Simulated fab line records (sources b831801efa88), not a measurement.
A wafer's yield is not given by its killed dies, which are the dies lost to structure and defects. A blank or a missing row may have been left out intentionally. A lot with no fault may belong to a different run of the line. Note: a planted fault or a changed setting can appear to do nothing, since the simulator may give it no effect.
Which of the tools did it? / flow sky130 / Sampling: 12 lots, 36 wafers, 5 of 708 route steps

== WHAT THE GAUGES SHOWED, per wafer ==
SKY_LDD_N_OVL_MEAS_07.
lot=L324; measured=day 18 07:33; on=overlay-02; LDD_N_OVL (nm)=-0.2 1.5 0.9
lot=L325; measured=day 18 07:40; on=overlay-01; LDD_N_OVL (nm)=-2.3 -1.7 -3.4
lot=L328; measured=day 18 22:25; on=overlay-02; LDD_N_OVL (nm)=-2.3 -2.3 -2.1
lot=L330; measured=day 20 10:28; on=overlay-01; LDD_N_OVL (nm)=-3.6 -1.6 -3.9
lot=L333; measured=day 21 15:02; on=overlay-02; LDD_N_OVL (nm)=-57.4 -57.9 -57.5
lot=L335; measured=day 22 14:36; on=overlay-02; LDD_N_OVL (nm)=-59.2 -58.1 -59.1
lot=L337; measured=day 23 00:34; on=overlay-02; LDD_N_OVL (nm)=-1.6 -1.7 -0.6
lot=L339; measured=day 23 21:51; on=overlay-01; LDD_N_OVL (nm)=-2.0 0.9 -0.5
lot=L341; measured=day 24 04:13; on=overlay-02; LDD_N_OVL (nm)=-0.9 -2.6 0.7
lot=L344; measured=day 25 12:37; on=overlay-02; LDD_N_OVL (nm)=1.0 -0.1 0.0
lot=L345; measured=day 25 20:43; on=overlay-01; LDD_N_OVL (nm)=-1.5 -2.0 -0.4
lot=L346; measured=day 26 03:31; on=overlay-02; LDD_N_OVL (nm)=-0.2 -1.0 -2.2

SKY_LDD_P_OVL_MEAS_08.
lot=L324; measured=day 19 16:02; on=overlay-01; LDD_P_OVL (nm)=0.6 -1.0 -1.2
lot=L325; measured=day 19 17:38; on=overlay-01; LDD_P_OVL (nm)=0.2 -3.0 -0.7
lot=L328; measured=day 20 07:43; on=overlay-01; LDD_P_OVL (nm)=-0.4 -1.2 -1.0
lot=L330; measured=day 21 18:31; on=overlay-01; LDD_P_OVL (nm)=0.3 0.5 -0.4
lot=L333; measured=day 22 23:09; on=overlay-02; LDD_P_OVL (nm)=2.6 2.8 1.6
lot=L335; measured=day 23 22:52; on=overlay-02; LDD_P_OVL (nm)=1.0 0.1 -1.1
lot=L337; measured=day 24 07:50; on=overlay-01; LDD_P_OVL (nm)=0.8 -0.1 1.0
lot=L339; measured=day 25 06:05; on=overlay-01; LDD_P_OVL (nm)=1.6 3.5 2.1
lot=L341; measured=day 25 11:25; on=overlay-02; LDD_P_OVL (nm)=1.2 1.1 2.2
lot=L344; measured=day 26 19:00; on=overlay-02; LDD_P_OVL (nm)=0.7 1.2 0.9
lot=L345; measured=day 27 01:42; on=overlay-01; LDD_P_OVL (nm)=0.1 -1.8 -0.7
lot=L346; measured=day 27 09:20; on=overlay-01; LDD_P_OVL (nm)=-0.8 -1.0 -1.3

== TOOL THAT RAN EACH LOT (tool first, then ch and the chambers of the sampled wafers, then the start) ==
lot=L324; SKY_SONOS_ONO_STRIP_17=plasma-asher-04 ch 0,1, day 12 21:43; SKY_GATE_OXIDE_STRIP_13=plasma-asher-01 ch 0,1, day 14 02:17; SKY_LDD_N_EXPOSE_04=iline-stepper-02 ch 0, day 17 16:31
lot=L325; SKY_SONOS_ONO_STRIP_17=plasma-asher-02 ch 0,1, day 13 01:01; SKY_GATE_OXIDE_STRIP_13=plasma-asher-01 ch 0,1, day 14 06:13; SKY_LDD_N_EXPOSE_04=iline-stepper-02 ch 0, day 17 16:49
lot=L328; SKY_SONOS_ONO_STRIP_17=plasma-asher-01 ch 0,1, day 13 20:01; SKY_GATE_OXIDE_STRIP_13=plasma-asher-04 ch 0,1, day 15 00:52; SKY_LDD_N_EXPOSE_04=iline-stepper-01 ch 0, day 18 07:21
lot=L330; SKY_SONOS_ONO_STRIP_17=plasma-asher-04 ch 0,1, day 14 19:53; SKY_GATE_OXIDE_STRIP_13=plasma-asher-04 ch 0,1, day 15 23:26; SKY_LDD_N_EXPOSE_04=iline-stepper-01 ch 0, day 19 18:49
lot=L333; SKY_SONOS_ONO_STRIP_17=plasma-asher-02 ch 0,1, day 15 19:23; SKY_GATE_OXIDE_STRIP_13=plasma-asher-04 ch 1, day 17 07:23; SKY_LDD_N_EXPOSE_04=iline-stepper-01 ch 0, day 20 23:03
lot=L335; SKY_SONOS_ONO_STRIP_17=plasma-asher-02 ch 0,1, day 16 21:38; SKY_GATE_OXIDE_STRIP_13=plasma-asher-03 ch 0,1, day 18 06:19; SKY_LDD_N_EXPOSE_04=iline-stepper-01 ch 0, day 21 23:14
lot=L337; SKY_SONOS_ONO_STRIP_17=plasma-asher-02 ch 0,1, day 17 09:32; SKY_GATE_OXIDE_STRIP_13=plasma-asher-01 ch 0,1, day 18 18:01; SKY_LDD_N_EXPOSE_04=iline-stepper-02 ch 0, day 22 08:33
lot=L339; SKY_SONOS_ONO_STRIP_17=plasma-asher-04 ch 0,1, day 18 01:13; SKY_GATE_OXIDE_STRIP_13=plasma-asher-03 ch 0,1, day 19 10:18; SKY_LDD_N_EXPOSE_04=iline-stepper-02 ch 0, day 23 07:04
lot=L341; SKY_SONOS_ONO_STRIP_17=plasma-asher-01 ch 0,1, day 18 14:55; SKY_GATE_OXIDE_STRIP_13=plasma-asher-01 ch 0,1, day 20 01:44; SKY_LDD_N_EXPOSE_04=iline-stepper-02 ch 0, day 23 13:39
lot=L344; SKY_SONOS_ONO_STRIP_17=plasma-asher-04 ch 0,1, day 20 01:21; SKY_GATE_OXIDE_STRIP_13=plasma-asher-01 ch 0,1, day 21 09:26; SKY_LDD_N_EXPOSE_04=iline-stepper-02 ch 0, day 24 21:50
lot=L345; SKY_SONOS_ONO_STRIP_17=plasma-asher-04 ch 0,1, day 20 08:15; SKY_GATE_OXIDE_STRIP_13=plasma-asher-04 ch 0,1, day 21 18:04; SKY_LDD_N_EXPOSE_04=iline-stepper-02 ch 0, day 25 06:05
lot=L346; SKY_SONOS_ONO_STRIP_17=plasma-asher-04 ch 0, day 20 17:41; SKY_GATE_OXIDE_STRIP_13=plasma-asher-01 ch 1, day 22 02:29; SKY_LDD_N_EXPOSE_04=iline-stepper-02 ch 0, day 25 13:19
- SKY_SONOS_ONO_STRIP_17: strips in O2/N2.
- SKY_GATE_OXIDE_STRIP_13: strips in O2/N2.
- SKY_LDD_N_EXPOSE_04: exposes mask NTM, target cd 840 nm.

== AS READ BY THE TOOLS THEMSELVES (means over the sampled wafers that have a number; for cases with no such wafer, the mark the record gives instead) ==
SKY_SONOS_ONO_STRIP_17.
lot=L324; tool=plasma-asher-04; drypump-motor-current-A (A)=5.9; oes-product-au (a.u.)=0.708; strip-time-to-endpoint-s (s)=14.15
lot=L325; tool=plasma-asher-02; drypump-motor-current-A (A)=5.3; oes-product-au (a.u.)=0.709; strip-time-to-endpoint-s (s)=14.09
lot=L328; tool=plasma-asher-01; drypump-motor-current-A (A)=5.3; oes-product-au (a.u.)=0.711; strip-time-to-endpoint-s (s)=14.14
lot=L330; tool=plasma-asher-04; drypump-motor-current-A (A)=6.0; oes-product-au (a.u.)=0.712; strip-time-to-endpoint-s (s)=14.10
lot=L333; tool=plasma-asher-02; drypump-motor-current-A (A)=5.3; oes-product-au (a.u.)=0.708; strip-time-to-endpoint-s (s)=14.10
lot=L335; tool=plasma-asher-02; drypump-motor-current-A (A)=5.4; oes-product-au (a.u.)=0.711; strip-time-to-endpoint-s (s)=14.06
lot=L337; tool=plasma-asher-02; drypump-motor-current-A (A)=5.4; oes-product-au (a.u.)=0.710; strip-time-to-endpoint-s (s)=14.12
lot=L339; tool=plasma-asher-04; drypump-motor-current-A (A)=5.9; oes-product-au (a.u.)=0.709; strip-time-to-endpoint-s (s)=14.10
lot=L341; tool=plasma-asher-01; drypump-motor-current-A (A)=5.7; oes-product-au (a.u.)=0.714; strip-time-to-endpoint-s (s)=14.15
lot=L344; tool=plasma-asher-04; drypump-motor-current-A (A)=6.0; oes-product-au (a.u.)=0.711; strip-time-to-endpoint-s (s)=14.17
lot=L345; tool=plasma-asher-04; drypump-motor-current-A (A)=5.9; oes-product-au (a.u.)=0.712; strip-time-to-endpoint-s (s)=14.13
lot=L346; tool=plasma-asher-04; drypump-motor-current-A (A)=5.9; oes-product-au (a.u.)=0.707; strip-time-to-endpoint-s (s)=14.18

SKY_GATE_OXIDE_STRIP_13.
lot=L324; tool=plasma-asher-01; drypump-motor-current-A (A)=5.3; oes-product-au (a.u.)=0.715; strip-time-to-endpoint-s (s)=14.24
lot=L325; tool=plasma-asher-01; drypump-motor-current-A (A)=5.7; oes-product-au (a.u.)=0.713; strip-time-to-endpoint-s (s)=14.16
lot=L328; tool=plasma-asher-04; drypump-motor-current-A (A)=6.0; oes-product-au (a.u.)=0.715; strip-time-to-endpoint-s (s)=14.21
lot=L330; tool=plasma-asher-04; drypump-motor-current-A (A)=5.9; oes-product-au (a.u.)=0.719; strip-time-to-endpoint-s (s)=14.15
lot=L333; tool=plasma-asher-04; drypump-motor-current-A (A)=6.0; oes-product-au (a.u.)=0.719; strip-time-to-endpoint-s (s)=14.16
lot=L335; tool=plasma-asher-03; drypump-motor-current-A (A)=5.7; oes-product-au (a.u.)=0.715; strip-time-to-endpoint-s (s)=14.23
lot=L337; tool=plasma-asher-01; drypump-motor-current-A (A)=5.8; oes-product-au (a.u.)=0.715; strip-time-to-endpoint-s (s)=14.23
lot=L339; tool=plasma-asher-03; drypump-motor-current-A (A)=5.5; oes-product-au (a.u.)=0.721; strip-time-to-endpoint-s (s)=14.17
lot=L341; tool=plasma-asher-01; drypump-motor-current-A (A)=5.3; oes-product-au (a.u.)=0.711; strip-time-to-endpoint-s (s)=14.20
lot=L344; tool=plasma-asher-01; drypump-motor-current-A (A)=5.7; oes-product-au (a.u.)=0.719; strip-time-to-endpoint-s (s)=14.19
lot=L345; tool=plasma-asher-04; drypump-motor-current-A (A)=5.9; oes-product-au (a.u.)=0.712; strip-time-to-endpoint-s (s)=14.17
lot=L346; tool=plasma-asher-01; drypump-motor-current-A (A)=6.2; oes-product-au (a.u.)=0.717; strip-time-to-endpoint-s (s)=14.24

== THE ANSWER, worked out from the rows above alone ==
Rule: the lots themselves supply what counts as usual. The widest of any qualifying gaps counts: lots, ordered by their means at a reading, are off when they make up no more than a third of the lots, leave a main group of 4 or more, and stand apart from it by 3 or more times the standard deviation of that group's means. If all means in a main group match to the digits the tables above print for the reading, that group is not used. A lot without any number at a reading at which 4 lots or more have one is off too. The other lots that the step has rows for count as sound. After the gauges, taken in route order, come the tools' own readings; for these a lot's mean is taken, as printed above. The first step at which some lot is off is used, and at that step the reading that is off furthest; a lot without a number counts as furthest.
Off: L333, L335, seen at SKY_LDD_N_OVL_MEAS_07 (LDD_N_OVL). Main group: mean -1.2 nm, sd 1.1.
A tool fits if, at a process step before that reading, it ran every lot that is off, and no sound lot after the first of them. The gauges at SKY_LDD_N_OVL_MEAS_07 are tried like those tools. One fits: iline-stepper-01 at SKY_LDD_N_EXPOSE_04. Its last sound lot is L330 (day 19 18:49), its first lot that is off L333 (day 20 23:03): a fault that began between those two fits.

== WHAT HAD BEEN PUT IN BY THE SIMULATOR ==
Scanner matching overlay: iline-stepper-01, from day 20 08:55 on, at SKY_LDD_N_EXPOSE_04. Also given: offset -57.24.
Shown lots that were struck: L333, L335. This agrees with what the rule above found.
